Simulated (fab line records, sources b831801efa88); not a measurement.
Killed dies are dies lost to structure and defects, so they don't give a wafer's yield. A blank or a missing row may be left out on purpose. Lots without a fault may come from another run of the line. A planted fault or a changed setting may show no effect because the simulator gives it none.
A struck lot beside a sound one | flow sky130 | 26 steps out of a route of 708
Sound: wafers L858.2, L858.3, L858.4. Struck: wafer L861.5. (L861.2 of the same lot was not struck and is left out.) The cause comes at the end.
At each step with rows: each side's tool, then ch and its chambers, then its first start. Under that, the readings that differ: sound wafers | struck wafers | difference of the means | sigmas: that difference in standard deviations of wafers without a fault.
alike: readings whose means differ by less than 2 such deviations, and words and numbers that are the same on both sides. not compared: withheld readings, readings that some wafer has no value for, bounds like >300 that may hide the same value, and numbers for which the record gives no deviation and whose values overlap.
The two part at a step that has a row with sigmas, a row that says differs or no value, or rows on one side only. Numbers that don't overlap but have no deviation are shown without sigmas and don't part them. A reading that every wafer of one side lacks parts them only if that side has two wafers or more.

first, 6 steps without rows for these wafers: SKY_SD_N_IMPLANT_10; SKY_SD_N_STRIP_11 (strips in O2/N2); SKY_SD_N_CLEAN_13 (cleans in SC1/SC2, time 150 s); SKY_SD_N_RTA_14 (time 2 s); SKY_SALICIDE_CLEAN_00 (cleans in HF-last, time 30 s); SKY_LI_CONTACT_HDPCVD_00 (deposits PSG, target thk 930 nm, time 155 s).
SKY_LI_CONTACT_CMP_02: polishes PSG.
  sound on cmp-02 ch 0,1,3, day 32 16:50; struck on cmp-01 ch 3, day 33 17:37
  reading                                       | sound             | struck | difference | sigmas
  model.PSG_of_LI_CONTACT_HDPCVD_00.thk_nm (nm) | 597.6 596.3 598.7 | 501.7  | -95.8      |
  alike: head_pressure_psi, motor_current_A, time_to_endpoint_s
then, 9 steps without rows for these wafers: SKY_LI_CONTACT_DEHYDRATE_04 (time 60 s); SKY_LI_CONTACT_HMDS_05 (prime time 60 s); SKY_LI_CONTACT_COAT_06 (resist thk 60 nm); SKY_LI_CONTACT_COAT_07 (resist thk 450 nm); SKY_LI_CONTACT_SOFTBAKE_08 (time 90 s); SKY_LI_CONTACT_EXPOSE_09 (exposes mask LICM1, target cd 170 nm); SKY_LI_CONTACT_PEB_10; SKY_LI_CONTACT_DEVELOP_11 (develop time 60 s); SKY_LI_CONTACT_ETCH_14 (etches BARC in N2/H2, stops on SiO2, time 45.9 s, target depth 60 nm).
SKY_LI_CONTACT_ETCH_15: etches PSG in C4F8/O2/Ar, stops on Si, target depth 600 nm.
  sound on rie_diel-03 ch 1,2,3, day 33 20:34; struck on rie_diel-01 ch 2, day 34 20:56
  reading                                | sound             | struck | difference | sigmas
  oes_product_au (a.u.)                  | 0.838 0.835 0.833 | 0.777  | -0.058     | -12
  model.LI_CONTACT.feature_depth_nm (nm) | 597.6 596.3 598.7 | 501.7  | -95.8      |
  model.etch.depth_nm (nm)               | 597.6 596.3 598.7 | 501.7  | -95.8      |
then, 6 steps without rows for these wafers: SKY_LI_CONTACT_STRIP_16 (strips in O2/N2); SKY_LI_CONTACT_CLEAN_17 (cleans in NMP, time 600 s); SKY_LI_CONTACT_PRE_CLEAN_18 (time 5.6 s); SKY_LI_CONTACT_SPUTTER_19 (material Ti, target thk 20 nm, time 106.37 s); SKY_LI_CONTACT_SPUTTER_20 (material TiN, target thk 20 nm, time 80 s); SKY_LI_CONTACT_CVD_21 (deposits W, target thk 400 nm, time 120.56 s).
SKY_LI_CONTACT_CMP_24: polishes, stops on PSG, t overpolish 20 s, target thk 0 nm.
  sound on cmp-02 ch 0,2,3, day 33 21:26; struck on cmp-01 ch 3, day 34 21:52
  reading                                       | sound             | struck | difference | sigmas
  model.PSG_of_LI_CONTACT_HDPCVD_00.thk_nm (nm) | 588.2 586.8 589.2 | 492.2  | -95.9      |
  alike: head_pressure_psi, motor_current_A
then, 1 step without rows for these wafers: SKY_LOCAL_INTERCONNECT_SPUTTER_00 (material TiN, target thk 100 nm, time 83.3 s).
-- the record jumps here: 15 days lie between the struck wafers' starts before and after (it left off in module LOCAL_INTERCONNECT and takes up again in module PAD_OPEN, whose first step shown is number 708 of the route) --
SKY_PAD_OPEN_PROBE_99:
  sound on prober-02, day 49 02:58; struck on prober-01, day 49 21:59
  reading                             | sound             | struck | difference | sigmas
  model.etest.licon_pdiff.rc_ohm      | 577 558.7 584     | 533.1  | -40.1      |
  model.etest.cap_li_to_poly.c_af_um2 | 99.66 101.3 98.47 | 132.9  | +33.1      |
  model.etest.licon_high_po.rc_ohm    | 350 345.6 355.4   | 340    | -10        |
  model.etest.licon_ndiff.rc_ohm      | 179.2 183.6 171.1 | 162    | -16        |
  model.etest.licon_poly.rc_ohm       | 151 150.6 159.2   | 144.7  | -8.9       |
  model.etest.cap_li_to_well.c_af_um2 | 37.35 35.69 36.44 | 40.89  | +4.40      |
  alike: killed_at_M0_to_M3, killed_at_M4_up, killed_at_contacts, killed_at_front_end, killed_at_other, killed_dies, killed_open, killed_short
  not compared: model.etest.sonos_uncharged.r_on_ohm_um

WHERE THEY PART
Only at SKY_LI_CONTACT_ETCH_15, within this record. Later steps at which nothing parts them and some readings are alike: SKY_LI_CONTACT_CMP_24, SKY_PAD_OPEN_PROBE_99.

WHY: what the simulator had put in
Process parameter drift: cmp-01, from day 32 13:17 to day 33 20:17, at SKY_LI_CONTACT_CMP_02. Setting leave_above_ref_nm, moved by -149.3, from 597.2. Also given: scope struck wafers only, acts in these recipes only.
